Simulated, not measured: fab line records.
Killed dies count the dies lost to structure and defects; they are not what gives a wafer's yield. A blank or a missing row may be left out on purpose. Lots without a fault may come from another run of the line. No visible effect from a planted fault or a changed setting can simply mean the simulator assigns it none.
Split-lot trial || flow sky130 || route with 708 steps; 5 lots, 23 wafers read

## ON THE SPLIT
At SKY_RES_PROTECT_SOFTBAKE_03 (time 60 s), the setting temp-c was moved away from the recipe's 90 C on 7 of the 23 wafers read, by +1.8% to +3.5%. For the rest of the wafers, this setting stayed at what the recipe calls for.

The reading is taken at the split's own step.

## THE READING
NOVOLAK_of_RES_PROTECT_COAT_02.thk-nm (the simulator's own value, which no gauge read), in nm, at SKY_RES_PROTECT_SOFTBAKE_03 (time 60 s). The file gives no usual value for it. Average 1141 nm, standard deviation 4 nm, over the 16 wafers here run with the recipe.

{"wafer": "L074.1", "tool, chamber at the split": "litho-track-03, 0", "temp-c as run, C": 90, "against the recipe": "recipe", "NOVOLAK_of_RES_PROTECT_COAT_02.thk-nm, nm": 1136, "against lot-mates on the recipe": "-"}
{"wafer": "L074.4", "tool, chamber at the split": "litho-track-03, 0", "temp-c as run, C": 90, "against the recipe": "recipe", "NOVOLAK_of_RES_PROTECT_COAT_02.thk-nm, nm": 1136, "against lot-mates on the recipe": "-"}
{"wafer": "L074.2", "tool, chamber at the split": "litho-track-03, 0", "temp-c as run, C": 90, "against the recipe": "recipe", "NOVOLAK_of_RES_PROTECT_COAT_02.thk-nm, nm": 1135, "against lot-mates on the recipe": "-"}
{"wafer": "L074.3", "tool, chamber at the split": "litho-track-03, 0", "temp-c as run, C": 90, "against the recipe": "recipe", "NOVOLAK_of_RES_PROTECT_COAT_02.thk-nm, nm": 1135, "against lot-mates on the recipe": "-"}
{"wafer": "L074.6", "tool, chamber at the split": "litho-track-03, 0", "temp-c as run, C": 90, "against the recipe": "recipe", "NOVOLAK_of_RES_PROTECT_COAT_02.thk-nm, nm": 1137, "against lot-mates on the recipe": "-"}
{"wafer": "L077.1", "tool, chamber at the split": "litho-track-01, 0", "temp-c as run, C": 90, "against the recipe": "recipe", "NOVOLAK_of_RES_PROTECT_COAT_02.thk-nm, nm": 1144, "against lot-mates on the recipe": "-"}
{"wafer": "L077.2", "tool, chamber at the split": "litho-track-01, 0", "temp-c as run, C": 90, "against the recipe": "recipe", "NOVOLAK_of_RES_PROTECT_COAT_02.thk-nm, nm": 1144, "against lot-mates on the recipe": "-"}
{"wafer": "L077.3", "tool, chamber at the split": "litho-track-01, 0", "temp-c as run, C": 93.16, "against the recipe": "+3.5%", "NOVOLAK_of_RES_PROTECT_COAT_02.thk-nm, nm": 1135, "against lot-mates on the recipe": -10}
{"wafer": "L077.5", "tool, chamber at the split": "litho-track-01, 0", "temp-c as run, C": 93.16, "against the recipe": "+3.5%", "NOVOLAK_of_RES_PROTECT_COAT_02.thk-nm, nm": 1135, "against lot-mates on the recipe": -10}
{"wafer": "L077.4", "tool, chamber at the split": "litho-track-01, 0", "temp-c as run, C": 90, "against the recipe": "recipe", "NOVOLAK_of_RES_PROTECT_COAT_02.thk-nm, nm": 1146, "against lot-mates on the recipe": "-"}
{"wafer": "L079.1", "tool, chamber at the split": "litho-track-01, 0", "temp-c as run, C": 90, "against the recipe": "recipe", "NOVOLAK_of_RES_PROTECT_COAT_02.thk-nm, nm": 1143, "against lot-mates on the recipe": "-"}
{"wafer": "L079.4", "tool, chamber at the split": "litho-track-01, 0", "temp-c as run, C": 90, "against the recipe": "recipe", "NOVOLAK_of_RES_PROTECT_COAT_02.thk-nm, nm": 1146, "against lot-mates on the recipe": "-"}
{"wafer": "L079.5", "tool, chamber at the split": "litho-track-01, 0", "temp-c as run, C": 90, "against the recipe": "recipe", "NOVOLAK_of_RES_PROTECT_COAT_02.thk-nm, nm": 1146, "against lot-mates on the recipe": "-"}
{"wafer": "L080.1", "tool, chamber at the split": "litho-track-02, 0", "temp-c as run, C": 91.6, "against the recipe": "+1.8%", "NOVOLAK_of_RES_PROTECT_COAT_02.thk-nm, nm": 1135, "against lot-mates on the recipe": -7}
{"wafer": "L080.2", "tool, chamber at the split": "litho-track-02, 0", "temp-c as run, C": 91.6, "against the recipe": "+1.8%", "NOVOLAK_of_RES_PROTECT_COAT_02.thk-nm, nm": 1133, "against lot-mates on the recipe": -9}
{"wafer": "L080.4", "tool, chamber at the split": "litho-track-02, 0", "temp-c as run, C": 90, "against the recipe": "recipe", "NOVOLAK_of_RES_PROTECT_COAT_02.thk-nm, nm": 1145, "against lot-mates on the recipe": "-"}
{"wafer": "L080.5", "tool, chamber at the split": "litho-track-02, 0", "temp-c as run, C": 90, "against the recipe": "recipe", "NOVOLAK_of_RES_PROTECT_COAT_02.thk-nm, nm": 1141, "against lot-mates on the recipe": "-"}
{"wafer": "L080.6", "tool, chamber at the split": "litho-track-02, 0", "temp-c as run, C": 90, "against the recipe": "recipe", "NOVOLAK_of_RES_PROTECT_COAT_02.thk-nm, nm": 1139, "against lot-mates on the recipe": "-"}
{"wafer": "L085.1", "tool, chamber at the split": "litho-track-01, 0", "temp-c as run, C": 92.9, "against the recipe": "+3.2%", "NOVOLAK_of_RES_PROTECT_COAT_02.thk-nm, nm": 1128, "against lot-mates on the recipe": -14}
{"wafer": "L085.2", "tool, chamber at the split": "litho-track-01, 0", "temp-c as run, C": 90, "against the recipe": "recipe", "NOVOLAK_of_RES_PROTECT_COAT_02.thk-nm, nm": 1143, "against lot-mates on the recipe": "-"}
{"wafer": "L085.3", "tool, chamber at the split": "litho-track-01, 0", "temp-c as run, C": 92.9, "against the recipe": "+3.2%", "NOVOLAK_of_RES_PROTECT_COAT_02.thk-nm, nm": 1136, "against lot-mates on the recipe": -6}
{"wafer": "L085.4", "tool, chamber at the split": "litho-track-01, 0", "temp-c as run, C": 90, "against the recipe": "recipe", "NOVOLAK_of_RES_PROTECT_COAT_02.thk-nm, nm": 1141, "against lot-mates on the recipe": "-"}
{"wafer": "L085.6", "tool, chamber at the split": "litho-track-01, 0", "temp-c as run, C": 92.9, "against the recipe": "+3.2%", "NOVOLAK_of_RES_PROTECT_COAT_02.thk-nm, nm": 1132, "against lot-mates on the recipe": -10}

THE FIT
A straight line over all 23 wafers: NOVOLAK_of_RES_PROTECT_COAT_02.thk-nm changes by -2.44 nm for each +1% of temp-c; r = -0.67; the points scatter about the line by 3.9 nm.
The same after taking each lot's own level away (the mean of its wafers on the recipe; 23 wafers): -3.04 nm for each +1%; r = -0.92; scatter 1.9 nm.
That fit puts the effect of the largest move of temp-c on the reading at 11 nm.
The lots' own levels span 1135.8 to 1145.0 nm, that is 2.3 times the standard deviation above.
So the lot-to-lot level blurs the effect unless lot-mates are compared.
Check: for one of the wafers moved furthest among these (+3.5%), held out of the fit, the line's prediction against its lot-mates is -11.1 nm. It came out at -9.67 nm against them.

## FURTHER SPLITS ON THESE WAFERS
Other splits were also applied to these wafers ahead of the reading. Each is held against what the fit with the lots' levels taken away leaves over:
{"other split on the same wafers": "SKY_VT_ADJUST_PCH_IMPLANT_08 energy-kev", "wafers away from the commonest value": 11, "r with NOVOLAK_of_RES_PROTECT_COAT_02.thk-nm (lot level and that fit taken away)": -0.12}
{"other split on the same wafers": "SKY_SONOS_TUNNEL_DEVELOP_06 develop-time-s", "wafers away from the commonest value": 11, "r with NOVOLAK_of_RES_PROTECT_COAT_02.thk-nm (lot level and that fit taken away)": -0.25}
{"other split on the same wafers": "SKY_SONOS_ONO_CVD_02 time-s", "wafers away from the commonest value": 10, "r with NOVOLAK_of_RES_PROTECT_COAT_02.thk-nm (lot level and that fit taken away)": "+0.02"}
{"other split on the same wafers": "SKY_SONOS_ONO_EXPOSE_10 dose-mj", "wafers away from the commonest value": 5, "r with NOVOLAK_of_RES_PROTECT_COAT_02.thk-nm (lot level and that fit taken away)": -0.24}
{"other split on the same wafers": "SKY_SONOS_ONO_DEVELOP_12 develop-time-s", "wafers away from the commonest value": 2, "r with NOVOLAK_of_RES_PROTECT_COAT_02.thk-nm (lot level and that fit taken away)": "+0.05"}
{"other split on the same wafers": "SKY_GATE_OXIDE_COAT_05 resist-thk-nm", "wafers away from the commonest value": 8, "r with NOVOLAK_of_RES_PROTECT_COAT_02.thk-nm (lot level and that fit taken away)": "+0.27"}
{"other split on the same wafers": "SKY_GATE_OXIDE_IMPLANT_11 energy-kev", "wafers away from the commonest value": 8, "r with NOVOLAK_of_RES_PROTECT_COAT_02.thk-nm (lot level and that fit taken away)": "+0.21"}

## THE WHOLE CHAIN: every reading that the file lists as answering this split, in the file's order
{"step": "SKY_RES_PROTECT_SOFTBAKE_03", "what it does": "time 60 s", "reading": "NOVOLAK_of_RES_PROTECT_COAT_02.thk-nm (the simulator's own value, which no gauge read)", "change (the file's fit)": "-3.06 nm for each +1% of the setting", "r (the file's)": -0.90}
{"step": "SKY_RES_PROTECT_STRIP_07", "what it does": "strips in O2/N2", "reading": "strip-time-to-endpoint-s", "change (the file's fit)": "withheld for each +1% of the setting", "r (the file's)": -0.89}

## FILE'S OWN FIT
NOVOLAK_of_RES_PROTECT_COAT_02.thk-nm changes by -3.06 nm for each +1% of temp-c, r = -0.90.
